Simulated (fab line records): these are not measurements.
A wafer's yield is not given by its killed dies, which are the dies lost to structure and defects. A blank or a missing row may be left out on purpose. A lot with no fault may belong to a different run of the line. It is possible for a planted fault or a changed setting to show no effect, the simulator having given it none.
Split-lot study ; flow sfq_line ; 23 wafers read across 5 lots, on a route 325 steps long

== SPLIT DETAILS ==
At SFQ_TRILAYER_L0_VIA_LITHO_COAT_018 (resist thk 62 nm), the setting resist_thk_nm was moved away from the recipe's 62 nm on 8 of the 23 wafers read, by -1.8% to +3.3%. The other wafers ran this setting at the recipe's value.

The reading is taken at the split's own step.

== THE READING ==
BARC_of_TRILAYER_L0_VIA_LITHO_COAT_018.thk_nm (the simulator's own value, which no gauge read), in nm, at SFQ_TRILAYER_L0_VIA_LITHO_COAT_018 (resist thk 62 nm). There is no usual value for it anywhere in the file. Average 62.00 nm, standard deviation 0.19 nm, over the 15 wafers here run with the recipe.

wafer;tool, chamber at the split;resist_thk_nm as run, nm;against the recipe;BARC_of_TRILAYER_L0_VIA_LITHO_COAT_018.thk_nm, nm;against lot-mates on the recipe
L074.1;litho_track-02, 0;62;recipe;61.84;-
L074.2;litho_track-02, 0;62;recipe;61.65;-
L074.3;litho_track-02, 0;64.07;+3.3%;63.89;+2.14
L074.4;litho_track-02, 0;64.07;+3.3%;64.06;+2.31
L074.6;litho_track-02, 0;64.07;+3.3%;63.66;+1.91
L076.1;litho_track-02, 0;62;recipe;61.84;-
L076.2;litho_track-02, 0;62;recipe;61.86;-
L076.3;litho_track-02, 0;60.91;-1.8%;60.74;-1.11
L076.5;litho_track-02, 0;60.91;-1.8%;60.94;-0.91
L076.6;litho_track-02, 0;60.91;-1.8%;60.86;-0.99
L080.1;litho_track-04, 0;62;recipe;61.83;-
L080.2;litho_track-04, 0;62;recipe;61.86;-
L080.3;litho_track-04, 0;62;recipe;61.81;-
L080.4;litho_track-04, 0;63.29;+2.1%;63.29;+1.46
L080.5;litho_track-04, 0;63.29;+2.1%;63.27;+1.44
L081.1;litho_track-04, 0;62;recipe;62.21;-
L081.2;litho_track-04, 0;62;recipe;62.15;-
L081.4;litho_track-04, 0;62;recipe;62.2;-
L081.5;litho_track-04, 0;62;recipe;62.09;-
L081.6;litho_track-04, 0;62;recipe;62.06;-
L082.1;litho_track-04, 0;62;recipe;62.22;-
L082.2;litho_track-04, 0;62;recipe;62.27;-
L082.4;litho_track-04, 0;62;recipe;62.12;-

THE FIT
A straight line over all 23 wafers: BARC_of_TRILAYER_L0_VIA_LITHO_COAT_018.thk_nm changes by +0.591 nm for each +1% of resist_thk_nm; r = +0.98; the points scatter about the line by 0.18 nm.
The same after taking each lot's own level away (the mean of its wafers on the recipe; 23 wafers): +0.63 nm for each +1%; r = +0.99; scatter 0.098 nm.
On that fit, the largest move of resist_thk_nm shifts the reading by 2.1 nm.
Across the lots, their own levels run from 61.745 to 62.203 nm, a range of 2.4 times the standard deviation given above.
The two slopes are in agreement: the lot-to-lot level therefore moves the slope only a little.
Check: +2.13 nm against its lot-mates is what the line predicts for one of the wafers moved furthest among these (+3.3%) when that wafer is left out of the fit. It came out at +2.14 nm against them.

== OTHER SPLITS APPLIED TO THESE WAFERS ==
These wafers also went through other splits before the reading. Each is held against what the fit with the lots' levels taken away leaves over:
other split on the same wafers;wafers away from the commonest value;r with BARC_of_TRILAYER_L0_VIA_LITHO_COAT_018.thk_nm (lot level and that fit taken away)
SFQ_TRILAYER_L0_DEP_SPUTTER_003 time_s;7;-0.01
SFQ_TRILAYER_L0_ETCH_METAL_ETCH_008 bias_w;8;+0.12

== FILE'S OWN FIT ==
BARC_of_TRILAYER_L0_VIA_LITHO_COAT_018.thk_nm changes by +0.64 nm for each +1% of resist_thk_nm, r = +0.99.
